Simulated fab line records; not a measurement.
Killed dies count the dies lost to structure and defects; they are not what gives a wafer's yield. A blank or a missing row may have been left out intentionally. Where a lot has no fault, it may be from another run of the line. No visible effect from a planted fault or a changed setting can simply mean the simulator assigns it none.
Tool commonality check + flow gf180mcu + 12 lots, 36 wafers sampled

## WHY THIS WAS OPENED
Of 12 lots, 2 have the reading PSD_RS flagged at GF_PSD_RS_MEAS_15. No-fault wafers: 108.68 ohm/sq, standard deviation 0.26.
Rule: a lot is flagged when every wafer of it that has a number lies more than 4 standard deviations from that mean, or none has a number. As for the other lots, they are considered sound.

| lot  | measured     | on            | PSD_RS (ohm/sq), wafer by wafer | flag    |
|------|--------------|---------------|---------------------------------|---------|
| L987 | day 14 13:18 | film metro-03 | 108.45 108.31 108.72            |         |
| L988 | day 14 19:41 | film metro-02 | 108.73 108.50 108.43            |         |
| L993 | day 16 17:13 | film metro-02 | 111.55 111.49 111.53            | FLAGGED |
| L997 | day 18 04:56 | film metro-03 | 111.91 111.70 111.83            | FLAGGED |
| L100 | day 19 10:10 | film metro-03 | 108.89 109.04 108.84            |         |
| L101 | day 19 22:15 | film metro-02 | 109.00 108.75 108.56            |         |
| L102 | day 19 22:49 | film metro-01 | 108.80 109.10 108.77            |         |
| L104 | day 20 18:43 | film metro-02 | 108.08 108.71 108.14            |         |
| L106 | day 21 06:00 | film metro-02 | 108.55 109.07 108.58            |         |
| L107 | day 21 16:16 | film metro-01 | 108.46 108.67 108.66            |         |
| L108 | day 22 00:17 | film metro-02 | 108.96 108.55 108.63            |         |
| L109 | day 22 05:11 | film metro-01 | 108.65 108.46 108.61            |         |
Average over the flagged lots: 111.67 ohm/sq; offset from the usual +2.99 ohm/sq, equal to +11 standard deviations.

## TOOL THAT RAN EACH LOT
Before the reading, the record contains 2 process steps out of a 602-step route. In each cell: the tool, then ch and the chambers that the sampled wafers went through, then the start.
| lot  | flag    | GF_PSD_IMPLANT_09               | GF_PSD_STRIP_10                      |
|------|---------|---------------------------------|--------------------------------------|
| L987 |         | implanter-03 ch 0, day 14 12:44 | plasma asher-03 ch 1, day 14 12:53   |
| L988 |         | implanter-03 ch 0, day 14 19:04 | plasma asher-03 ch 0,1, day 14 19:13 |
| L993 | FLAGGED | implanter-01 ch 0, day 16 16:40 | plasma asher-03 ch 0,1, day 16 16:49 |
| L997 | FLAGGED | implanter-01 ch 0, day 18 04:23 | plasma asher-01 ch 0,1, day 18 04:32 |
| L100 |         | implanter-04 ch 0, day 19 09:37 | plasma asher-01 ch 0, day 19 09:46   |
| L101 |         | implanter-04 ch 0, day 19 21:41 | plasma asher-02 ch 0,1, day 19 21:50 |
| L102 |         | implanter-03 ch 0, day 19 22:14 | plasma asher-03 ch 0,1, day 19 22:22 |
| L104 |         | implanter-04 ch 0, day 20 18:02 | plasma asher-03 ch 0,1, day 20 18:17 |
| L106 |         | implanter-01 ch 0, day 21 05:27 | plasma asher-01 ch 0,1, day 21 05:34 |
| L107 |         | implanter-01 ch 0, day 21 15:43 | plasma asher-01 ch 0,1, day 21 15:50 |
| L108 |         | implanter-01 ch 0, day 21 23:44 | plasma asher-03 ch 0,1, day 21 23:50 |
| L109 |         | implanter-01 ch 0, day 22 04:37 | plasma asher-02 ch 0,1, day 22 04:46 |
What these steps do:
- GF_PSD_IMPLANT_09
- GF_PSD_STRIP_10: strips in O2/N2.
- GF_PSD_RS_MEAS_15: measures by four-point-probe.

## FLAGGED OVER TOTAL, TOOL BY TOOL (the gauges that took the reading come last)
| step              | tool            | lots run | flagged | share of the flagged lots | sound lots run after its first flagged lot |
|-------------------|-----------------|----------|---------|---------------------------|--------------------------------------------|
| GF_PSD_IMPLANT_09 | implanter-01    | 6        | 2       | all                       | 4 (L106,L107,L108,L109)                    |
| GF_PSD_IMPLANT_09 | implanter-03    | 3        | 0       | none                      | -                                          |
| GF_PSD_IMPLANT_09 | implanter-04    | 3        | 0       | none                      | -                                          |
| GF_PSD_STRIP_10   | plasma asher-01 | 4        | 1       | some                      | 3 (L100,L106,L107)                         |
| GF_PSD_STRIP_10   | plasma asher-02 | 2        | 0       | none                      | -                                          |
| GF_PSD_STRIP_10   | plasma asher-03 | 6        | 1       | some                      | 3 (L102,L104,L108)                         |
| GF_PSD_RS_MEAS_15 | film metro-01   | 3        | 0       | none                      | -                                          |
| GF_PSD_RS_MEAS_15 | film metro-02   | 6        | 1       | some                      | 4 (L101,L104,L106,L108)                    |
| GF_PSD_RS_MEAS_15 | film metro-03   | 3        | 1       | some                      | 1 (L100)                                   |

## WHAT THE TABLE PERMITS
All flagged lots share 1 row of the table, namely implanter-01 at GF_PSD_IMPLANT_09.
- implanter-01 at GF_PSD_IMPLANT_09: 2 of its 6 lots flagged. Sound lots followed the first flagged one (L106, L107, L108, L109) on it, something a lasting fault affecting the whole tool could not allow. Its own readings (dose ions cm2) fall more than 4 standard deviations out on all wafers of the flagged lots.
None of the table's rows ran every flagged lot and, after the first, no sound lot.

## WHAT THE SIMULATOR HAD PUT IN
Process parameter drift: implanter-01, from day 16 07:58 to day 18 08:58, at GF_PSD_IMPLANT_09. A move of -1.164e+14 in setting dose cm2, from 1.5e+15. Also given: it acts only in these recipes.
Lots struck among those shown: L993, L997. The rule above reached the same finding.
